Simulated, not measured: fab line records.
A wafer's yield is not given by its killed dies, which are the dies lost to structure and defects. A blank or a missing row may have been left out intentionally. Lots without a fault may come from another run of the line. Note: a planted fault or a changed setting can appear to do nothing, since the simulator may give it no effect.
A lot that was struck, set against a sound lot	flow sky130	14 steps out of a route of 708
Sound: the wafers L399.1, L399.4, L399.6. The struck wafers were L408.2, L408.4, L408.6. The cause is named last.
Order at every step that has rows: each side's tool, ch and its chambers, its first start. Under that, the readings that differ: sound wafers	struck wafers	difference of the means	sigmas: that difference in standard deviations of wafers without a fault.
alike: a reading whose means differ by less than 2 such deviations, as well as words and numbers matching on both sides. not compared: withheld readings; readings where some wafer has no value; bounds like >300 that might hide an equal value; numbers whose values overlap and for which the record gives no deviation.
A row with sigmas, a row that says differs or no value, or rows on one side alone: a step with any of these is where the two part. Numbers that have no deviation but don't overlap get no sigmas and don't part them. A reading that every wafer of one side lacks parts them only if that side has two wafers or more.

first, 3 steps without rows for these wafers: SKY_METAL2_EXPOSE_12 (exposes mask MM2, target cd 140 nm); SKY_METAL2_PEB_13; SKY_METAL2_DEVELOP_14 (develop time 60 s).
SKY_METAL2_CD_MEAS_15: target cd 140 nm.
  struck on cd-sem-02, day 39 22:15; sound on cd-sem-01, day 37 13:29
  alike: cd-nm
SKY_METAL2_OVL_MEAS_16:
  struck on overlay-01, day 39 22:21; sound on overlay-02, day 37 13:37
  alike: METAL2_OVL
SKY_METAL2_DESCUM_17: chemistry O2, time 8 s.
  sound on rie-metal-02 ch 0, day 37 13:39; struck on rie-metal-02 ch 1, day 39 22:23
  alike: drypump-motor-current-A, oes-product-au
  not compared: rf-hours-counter-h
SKY_METAL2_ETCH_18: etches BARC in N2/H2, stops on SiO2, time 45.9 s, target depth 60 nm.
  sound on rie-metal-02 ch 0, day 37 13:43; struck on rie-metal-02 ch 1, day 39 22:25
  alike: drypump-motor-current-A, oes-product-au, throttle-valve-pct
  not compared: rf-hours-counter-h
SKY_METAL2_METAL_ETCH_19: etches the open film in Cl2/BCl3, stops on SiO2, target depth 360 nm, time 78 s.
  sound on rie-metal-02 ch 0, day 37 13:50; struck on rie-metal-02 ch 1, day 39 22:29
  alike: drypump-motor-current-A, mfc-cl2-sccm, oes-product-au, throttle-valve-pct
  not compared: rf-hours-counter-h
SKY_METAL2_STRIP_20: strips in O2/N2.
  sound on plasma-asher-02 ch 0,1, day 37 14:01; struck on plasma-asher-03 ch 1, day 39 22:34
  alike: drypump-motor-current-A, oes-product-au, strip-time-to-endpoint-s
  not compared: rf-hours-counter-h
then, 3 steps without rows for these wafers: SKY_METAL2_STRIP_21 (strips in post etch residue remover, time 1200 s); SKY_METAL2_CLEAN_22 (cleans in IPA, time 180 s); SKY_METAL2_CLEAN_23 (cleans in O3/DIW).
SKY_VIA2_HDPCVD_00: deposits SiO2, target thk 1180 nm, time 196.7 s.
  sound on hdpcvd-02 ch 0,2, day 37 14:37; struck on hdpcvd-02 ch 1,2, day 39 23:10
  no value came back on the struck wafers for pressure-mtorr (mTorr), run-length-s (s); on the sound wafers pressure-mtorr (mTorr) reads 6.004 6.007 5.994
SKY_PAD_OPEN_PROBE_99:
  the record has rows for the sound wafers here (prober-02, day 47 16:55) and none for the struck ones

== WHERE THEY PART ==
Last at SKY_PAD_OPEN_PROBE_99 as far as this record goes, first at SKY_VIA2_HDPCVD_00.

WHY: whatever the simulator had introduced
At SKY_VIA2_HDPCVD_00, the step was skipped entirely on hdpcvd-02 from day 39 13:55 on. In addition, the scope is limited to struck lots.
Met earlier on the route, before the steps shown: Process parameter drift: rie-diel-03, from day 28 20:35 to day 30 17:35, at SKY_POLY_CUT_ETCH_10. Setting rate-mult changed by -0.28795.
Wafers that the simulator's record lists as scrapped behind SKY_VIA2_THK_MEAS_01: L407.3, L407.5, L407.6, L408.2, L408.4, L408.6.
